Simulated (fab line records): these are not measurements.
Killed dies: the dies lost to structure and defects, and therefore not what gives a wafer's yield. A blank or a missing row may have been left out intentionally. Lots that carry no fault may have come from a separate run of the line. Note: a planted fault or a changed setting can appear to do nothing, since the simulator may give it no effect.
Which tool did it? / flow sky130 / Sampling: 13 lots, 39 wafers, 3 of 708 route steps

WHAT EACH GAUGE READ, for each wafer
SKY_METAL5_THK_MEAS_06: measures by xrf.
lot=L974; measured=day 42 08:34; on=film_metro-01; METAL5_ALCU_THK (nm)=1144 1150 1169
lot=L977; measured=day 44 03:46; on=film_metro-04; METAL5_ALCU_THK (nm)=1138 1117 1123
lot=L979; measured=day 44 20:32; on=film_metro-01; METAL5_ALCU_THK (nm)=1138 1133 1125
lot=L980; measured=day 45 08:23; on=film_metro-01; METAL5_ALCU_THK (nm)=1124 1127 1119
lot=L982; measured=day 45 09:44; on=film_metro-01; METAL5_ALCU_THK (nm)=1120 1122 1116
lot=L981; measured=day 45 13:19; on=film_metro-04; METAL5_ALCU_THK (nm)=1131 1138 1141
lot=L987; measured=day 46 23:30; on=film_metro-04; METAL5_ALCU_THK (nm)=1137 1146 1137
lot=L986; measured=day 47 01:36; on=film_metro-02; METAL5_ALCU_THK (nm)=1143 1144 1153
lot=L985; measured=day 47 03:35; on=film_metro-01; METAL5_ALCU_THK (nm)=1128 1126 1103
lot=L990; measured=day 47 07:14; on=film_metro-01; METAL5_ALCU_THK (nm)=1131 1133 1133
lot=L993; measured=day 47 20:40; on=film_metro-01; METAL5_ALCU_THK (nm)=1113 1120 1116
lot=L996; measured=day 48 10:18; on=film_metro-04; METAL5_ALCU_THK (nm)=1127 1134 1118
lot=L997; measured=day 48 21:02; on=film_metro-01; METAL5_ALCU_THK (nm)=1119 1134 1124

WHICH TOOL RAN EACH LOT (tool, then ch and the chambers of the sampled wafers, then the start)
lot=L974; SKY_VIA4_CMP_02=cmp-01 ch 1,2,3, day 41 07:37; SKY_METAL5_SPUTTER_00=pvd_sputter-02, day 42 08:17
lot=L977; SKY_VIA4_CMP_02=cmp-02 ch 2,3, day 43 03:03; SKY_METAL5_SPUTTER_00=pvd_sputter-04, day 44 03:28
lot=L979; SKY_VIA4_CMP_02=cmp-01 ch 0,2,3, day 43 19:49; SKY_METAL5_SPUTTER_00=pvd_sputter-02, day 44 20:16
lot=L980; SKY_VIA4_CMP_02=cmp-02 ch 0,3, day 44 10:23; SKY_METAL5_SPUTTER_00=pvd_sputter-01, day 45 08:06
lot=L982; SKY_VIA4_CMP_02=cmp-02 ch 0,2,3, day 44 11:04; SKY_METAL5_SPUTTER_00=pvd_sputter-01, day 45 09:26
lot=L981; SKY_VIA4_CMP_02=cmp-01 ch 0,3, day 44 14:43; SKY_METAL5_SPUTTER_00=pvd_sputter-01, day 45 13:02
lot=L987; SKY_VIA4_CMP_02=cmp-01 ch 0,3, day 46 01:37; SKY_METAL5_SPUTTER_00=pvd_sputter-02, day 46 23:13
lot=L986; SKY_VIA4_CMP_02=cmp-01 ch 0,2,3, day 46 03:16; SKY_METAL5_SPUTTER_00=pvd_sputter-04, day 47 01:19
lot=L985; SKY_VIA4_CMP_02=cmp-01 ch 1,2,3, day 46 05:37; SKY_METAL5_SPUTTER_00=pvd_sputter-01, day 47 03:17
lot=L990; SKY_VIA4_CMP_02=cmp-02 ch 1,2,3, day 46 08:47; SKY_METAL5_SPUTTER_00=pvd_sputter-04, day 47 06:56
lot=L993; SKY_VIA4_CMP_02=cmp-02 ch 0,1,3, day 46 23:21; SKY_METAL5_SPUTTER_00=pvd_sputter-01, day 47 20:23
lot=L996; SKY_VIA4_CMP_02=cmp-02 ch 0,2, day 47 12:22; SKY_METAL5_SPUTTER_00=pvd_sputter-01, day 48 10:01
lot=L997; SKY_VIA4_CMP_02=cmp-01 ch 0,3, day 48 00:41; SKY_METAL5_SPUTTER_00=pvd_sputter-04, day 48 20:44
- SKY_VIA4_CMP_02: polishes SiO2.
- SKY_METAL5_SPUTTER_00: material Ti, target thk 15 nm, time 10 s.

WHAT THE TOOLS THEMSELVES READ (means of the sampled wafers that have a number; where no wafer has one, the mark that the record gives instead)
SKY_VIA4_CMP_02.
lot=L974; tool=cmp-01; motor_current_A (A)=13.3
lot=L977; tool=cmp-02; motor_current_A (A)=14.5
lot=L979; tool=cmp-01; motor_current_A (A)=12.9
lot=L980; tool=cmp-02; motor_current_A (A)=13.7
lot=L982; tool=cmp-02; motor_current_A (A)=13.9
lot=L981; tool=cmp-01; motor_current_A (A)=12.0
lot=L987; tool=cmp-01; motor_current_A (A)=12.0
lot=L986; tool=cmp-01; motor_current_A (A)=13.2
lot=L985; tool=cmp-01; motor_current_A (A)=12.8
lot=L990; tool=cmp-02; motor_current_A (A)=12.8
lot=L993; tool=cmp-02; motor_current_A (A)=12.5
lot=L996; tool=cmp-02; motor_current_A (A)=14.2
lot=L997; tool=cmp-01; motor_current_A (A)=11.0

SKY_METAL5_SPUTTER_00.
lot=L974; tool=pvd_sputter-02; throttle_valve_pct (%)=30.1
lot=L977; tool=pvd_sputter-04; throttle_valve_pct (%)=29.0
lot=L979; tool=pvd_sputter-02; throttle_valve_pct (%)=30.6
lot=L980; tool=pvd_sputter-01; throttle_valve_pct (%)=30.3
lot=L982; tool=pvd_sputter-01; throttle_valve_pct (%)=29.0
lot=L981; tool=pvd_sputter-01; throttle_valve_pct (%)=30.1
lot=L987; tool=pvd_sputter-02; throttle_valve_pct (%)=30.1
lot=L986; tool=pvd_sputter-04; throttle_valve_pct (%)=29.6
lot=L985; tool=pvd_sputter-01; throttle_valve_pct (%)=30.0
lot=L990; tool=pvd_sputter-04; throttle_valve_pct (%)=29.2
lot=L993; tool=pvd_sputter-01; throttle_valve_pct (%)=30.6
lot=L996; tool=pvd_sputter-01; throttle_valve_pct (%)=29.1
lot=L997; tool=pvd_sputter-04; throttle_valve_pct (%)=29.0

THE ANSWER, worked out from the rows above alone
Rule: the lots themselves supply what counts as usual. Put in order of their means at a reading, lots are off if they are a third of the lots or fewer, leave a main group of 4 or more, and stand apart from it by a gap of 3 or more times the standard deviation of the main group's means; of several such gaps the widest counts. The tables above print the reading to a certain number of digits; a main group whose means all agree to those digits is not used. Also off: a lot with no number at a reading for which 4 or more lots have one. The other lots that the step has rows for count as sound. Order of review: gauges by route order, followed by the tools' own readings, for which a lot's mean as printed above is used. At the first step where some lot is off, the reading lying furthest off is the one used; lots without a number count as furthest.
Nothing can be told from this: no lot is off at any reading shown.

WHAT THE SIMULATOR HAD PUT IN
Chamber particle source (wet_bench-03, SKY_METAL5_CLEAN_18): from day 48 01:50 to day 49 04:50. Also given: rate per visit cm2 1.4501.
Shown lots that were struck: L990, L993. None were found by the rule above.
